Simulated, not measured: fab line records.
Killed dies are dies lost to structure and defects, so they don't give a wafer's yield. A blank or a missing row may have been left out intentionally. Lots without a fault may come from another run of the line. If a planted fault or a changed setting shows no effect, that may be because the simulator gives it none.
Which tool did it? :: flow sky130 :: Sampling: 6 lots, 18 wafers, 2 of 708 route steps

WHAT EACH GAUGE READ, for each wafer
SKY_NWELL_TW_MEAS_15.
lot: L364
measured: day 4 21:10
on: filmMetro-01
NWELL_TW: 1816 1813 1811

lot: L366
measured: day 5 08:59
on: filmMetro-02
NWELL_TW: 1828 1832 1836

lot: L368
measured: day 5 21:43
on: filmMetro-01
NWELL_TW: 1823 1822 1820

lot: L373
measured: day 6 21:24
on: filmMetro-02
NWELL_TW: 1892 1888 1890

lot: L381
measured: day 8 23:07
on: filmMetro-03
NWELL_TW: 1825 1805 1823

lot: L385
measured: day 10 01:25
on: filmMetro-01
NWELL_TW: 1824 1822 1818

WHAT TOOL EACH LOT RAN ON (gives the tool, then ch and the chambers of the sampled wafers, and finally the start)
lot: L364
SKY_NWELL_IMPLANT_11: implanter-03 ch 0, day 4 20:38

lot: L366
SKY_NWELL_IMPLANT_11: implanter-03 ch 0, day 5 08:26

lot: L368
SKY_NWELL_IMPLANT_11: implanter-04 ch 0, day 5 21:09

lot: L373
SKY_NWELL_IMPLANT_11: implanter-03 ch 0, day 6 20:52

lot: L381
SKY_NWELL_IMPLANT_11: implanter-02 ch 0, day 8 22:34

lot: L385
SKY_NWELL_IMPLANT_11: implanter-02 ch 0, day 10 00:53
- SKY_NWELL_IMPLANT_11

THE ANSWER, worked out from the rows above alone
Rule: usual is defined by the lots themselves. Put in order of their means at a reading, lots are off if they are a third of the lots or fewer, leave a main group of 4 or more, and stand apart from it by a gap of 3 or more times the standard deviation of the main group's means; of several such gaps the widest counts. A main group is skipped when, at the precision printed for the reading in the tables above, its means are all equal. Also off: a lot with no number at a reading for which 4 or more lots have one. All remaining lots with rows at the step are treated as sound.
Off: L373, at SKY_NWELL_TW_MEAS_15 (NWELL_TW). Mean 1821 and standard deviation 6.2 in the main group.
A tool fits if, at a process step before that reading, it ran every lot that is off, and no sound lot after the first of them. Those tools and the gauges at SKY_NWELL_TW_MEAS_15 are tried in the same way. Undecided on this evidence; 2 tools fit (implanter-03 at SKY_NWELL_IMPLANT_11, filmMetro-02 at SKY_NWELL_TW_MEAS_15).

WHAT THE SIMULATOR PUT IN
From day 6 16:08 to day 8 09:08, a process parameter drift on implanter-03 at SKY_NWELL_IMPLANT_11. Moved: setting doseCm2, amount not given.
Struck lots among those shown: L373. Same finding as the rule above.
